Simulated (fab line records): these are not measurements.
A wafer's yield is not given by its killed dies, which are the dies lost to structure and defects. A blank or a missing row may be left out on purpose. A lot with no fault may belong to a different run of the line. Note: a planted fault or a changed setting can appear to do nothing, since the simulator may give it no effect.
Code-filled problem report in 8D (eight disciplines) form | flow sfq-line | the parts of the form that need people (team, actions taken, sign-off) are left out

== 1. THE PROBLEM ==
Wafers free of any fault read 43.5 ohm/sq (standard deviation 0.47) for L0_MONX_KI_RS at SFQ_L0_RS_MEAS_901, against a mean of 76.0 ohm/sq on 4 wafers of 3 lots. That puts it +69 standard deviations away from the usual mean.
The step: measures by four-point-probe.
The first sign was on wafer L138.3 at day 3 09:36, on film-metro-02. The record has a number at this step for 42 wafers belonging to 15 lots. Rule for "out", or "out of limits": more than 4 standard deviations from the usual mean. All remaining wafers that have a number are taken as sound.

== 2. WHAT IT IS; WHAT IT IS NOT ==
question                    | is                             | is not
which readings at this step | L0_MONX_KI_RS                  | -
which lots                  | L138, L140, L142               | L129, L131, L132, L133, L143, L144, L145, L148, L149, L150, L151, L152
which wafers of those lots  | L138.3, L138.5, L140.3, L142.3 | L140.6, L142.6
read on which gauges        | film-metro-02                  | film-metro-01, film-metro-04
when                        | from day 3 09:36               | up to then (12 sound wafers); but 26 sound wafers of L140, L142, L143, L144, L145, L148, L149, L150, L151, L152 came after

== 3. WHAT RULES OUT EACH SUSPECT ==
Counting: any tool at a process step up to the reading remains a suspect provided it ran every lot that is out. Sound lots after the first of them don't rule it out here, since some wafers of a struck lot are sound.
- the gauge at SFQ_L0_RS_MEAS_901: ruled out. All the wafers that are out were read on film-metro-02, but those of them that SFQ_TRILAYER_L0_ETCH_METAL_ETCH_008 has rows for are out there too, on other tools.
- pvd-sputter-06 at SFQ_TRILAYER_L0_DEP_SPUTTER_003 (material MoNx KI, target thk 40 nm, time 100 s): kept. Ran every lot that is out, first one L138 (day 3 09:29); last sound lot up to then L133 (day 2 08:29).
Remaining after the count: pvd-sputter-06 at SFQ_TRILAYER_L0_DEP_SPUTTER_003.

== 4. THE CAUSE (what the simulator had put in) ==
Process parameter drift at SFQ_TRILAYER_L0_DEP_SPUTTER_003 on pvd-sputter-06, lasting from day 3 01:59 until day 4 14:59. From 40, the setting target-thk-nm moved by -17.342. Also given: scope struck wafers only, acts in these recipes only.
Only this tool survived the counting.

== 5. THE CHAIN OF EFFECTS, in route order ==
Each row: a reading where the mean over the struck wafers with a number is more than 3 standard deviations away from the usual. Only readings for which the record gives a usual standard deviation are gone through. hours: the time from each lot's start at the first step in this table that gives one to its start at this step, as a median over the lots. sigmas: the change in usual standard deviations.
hours | step                                | reading        | usual       | on struck wafers | change | sigmas
0     | SFQ_L0_RS_MEAS_901                  | L0_MONX_KI_RS  | 43.5 ohm/sq | 76.0             | +32.5  | +69
3     | SFQ_L0_THK_MEAS_902                 | L0_MONX_KI_THK | 39.6 nm     | 22.6             | -17.0  | -35
73    | SFQ_TRILAYER_L0_ETCH_METAL_ETCH_008 | oes-product-au | 0.874 a.u.  | 0.659            | -0.215 | -31
Process steps it contains:
- SFQ_TRILAYER_L0_ETCH_METAL_ETCH_008: etches MoNx KI in SF6/O2, stops on SiO2, target depth 50 nm, time 25 s.
At these later measuring or inspecting steps, every struck wafer for which the step has a row has a number for every such reading, and none has moved that far: SFQ_M3_OVL_MEAS_921.

== 6. WHAT WOULD HAVE CAUGHT IT SOONER ==
The first out-of-limits reading at a measuring or inspecting step in this record came at day 3 09:36, 8 hours after the fault's start at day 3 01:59.
Of the tool readings at SFQ_TRILAYER_L0_DEP_SPUTTER_003 for which the record gives a usual standard deviation, none was out on any struck wafer, so an alarm limit of 4 standard deviations on them would not have fired.
Lots out: 3; of these, L140, L142 started SFQ_TRILAYER_L0_DEP_SPUTTER_003 on pvd-sputter-06 after day 3 09:36. A hold on the tool at that time would have spared those 2.
